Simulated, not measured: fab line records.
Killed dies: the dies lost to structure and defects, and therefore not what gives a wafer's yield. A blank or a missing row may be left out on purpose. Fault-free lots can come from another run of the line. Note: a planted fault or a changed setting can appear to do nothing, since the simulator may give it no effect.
Struck lot and sound lot, side by side + flow gf180mcu + 16 steps out of a route of 602
Sound: the wafers L552.2, L552.4, L552.6. Wafers L560.1, L560.2, L560.6 were the ones struck. The cause is named last.
For every step that has rows: the tool of each side, followed by ch and its chambers, followed by its first start. Under that, the readings that differ: sound wafers + struck wafers + difference of the means + sigmas: that difference in standard deviations of wafers without a fault.
alike: readings whose means differ by less than 2 such deviations, and words and numbers that are the same on both sides. not compared: withheld readings, readings that some wafer has no value for, bounds like >300 that may hide the same value, and numbers for which the record gives no deviation and whose values overlap.
A row with sigmas, a row that says differs or no value, or rows on one side alone: a step with any of these is where the two part. When numbers do not overlap yet have no deviation, they are printed without sigmas and do not part them. A reading missing from all wafers of one side parts the sides only when that side holds two or more wafers.

first, 1 step without rows for these wafers: GF_POLY_GATE_OXIDATION_16 (stabilise 600 s, purge 300 s, target thk 4 nm).
GF_POLY_GATE_THK_MEAS_17:
  struck on film metro-01, day 11 17:46; sound on film metro-03, day 9 09:19
  alike: POLY_GATE_OXIDATION_THK
GF_POLY_GATE_CD_MEAS_18:
  struck on cd sem-01, day 11 17:49; sound on cd sem-02, day 9 09:24
  alike: cd nm
then, 7 steps without rows for these wafers: GF_HV_LDD_DEHYDRATE_00 (time 60 s); GF_HV_LDD_HMDS_01 (prime time 60 s); GF_HV_LDD_COAT_02 (resist thk 1000 nm); GF_HV_LDD_SOFTBAKE_03 (time 60 s); GF_HV_LDD_EXPOSE_04 (exposes mask Nplus LV AREA, target cd 400 nm); GF_HV_LDD_PEB_05; GF_HV_LDD_DEVELOP_06 (develop time 60 s).
GF_HV_LDD_CD_MEAS_07: target cd 400 nm.
  struck on cd sem-02, day 12 12:50; sound on cd sem-01, day 10 03:06
  alike: cd nm
GF_HV_LDD_OVL_MEAS_08:
  struck on overlay-01, day 12 12:57; sound on overlay-01, day 10 03:13
  alike: HV_LDD_OVL
GF_HV_LDD_IMPLANT_09:
  sound on implanter-01 ch 0, day 10 03:16; struck on implanter-04 ch 0, day 12 12:59
| reading                   | sound             | struck            | difference | sigmas |
|---------------------------|-------------------|-------------------|------------|--------|
| implant ion amu           | 75 75 75          | 31 31 31          | -44        |        |
| model.implant.rp nm (nm)  | 27.48 27.48 27.48 | 48.14 48.14 48.14 | +20.66     |        |
| model.implant.drp nm (nm) | 11.92 11.92 11.92 | 21.16 21.16 21.16 | +9.24      |        |
  alike: beam on s
GF_HV_LDD_STRIP_10: strips in O2/N2.
  sound on plasma asher-04 ch 0,1, day 10 03:23; struck on plasma asher-03 ch 0,1, day 12 13:08
  alike: chamber pressure mTorr, drypump motor current A, heater power w, oes product au, platen temp c, strip time to endpoint s
  not compared: rf hours counter h
GF_HV_LDD_TW_MEAS_11:
  struck on film metro-04, day 12 13:28; sound on film metro-02, day 10 03:30
| reading   | sound          | struck         | difference | sigmas |
|-----------|----------------|----------------|------------|--------|
| HV_LDD_TW | 2433 2429 2444 | 1904 1890 1898 | -538       | -49    |
  not compared: hold
GF_PASSIVATION_PROBE_99:
  sound wafers here have rows in the record (prober-02, day 29 06:08); struck ones have none

## WHERE THEY PART
At GF_HV_LDD_TW_MEAS_11 first; at GF_PASSIVATION_PROBE_99 last (within this record only).

WHY: what had been put in by the simulator
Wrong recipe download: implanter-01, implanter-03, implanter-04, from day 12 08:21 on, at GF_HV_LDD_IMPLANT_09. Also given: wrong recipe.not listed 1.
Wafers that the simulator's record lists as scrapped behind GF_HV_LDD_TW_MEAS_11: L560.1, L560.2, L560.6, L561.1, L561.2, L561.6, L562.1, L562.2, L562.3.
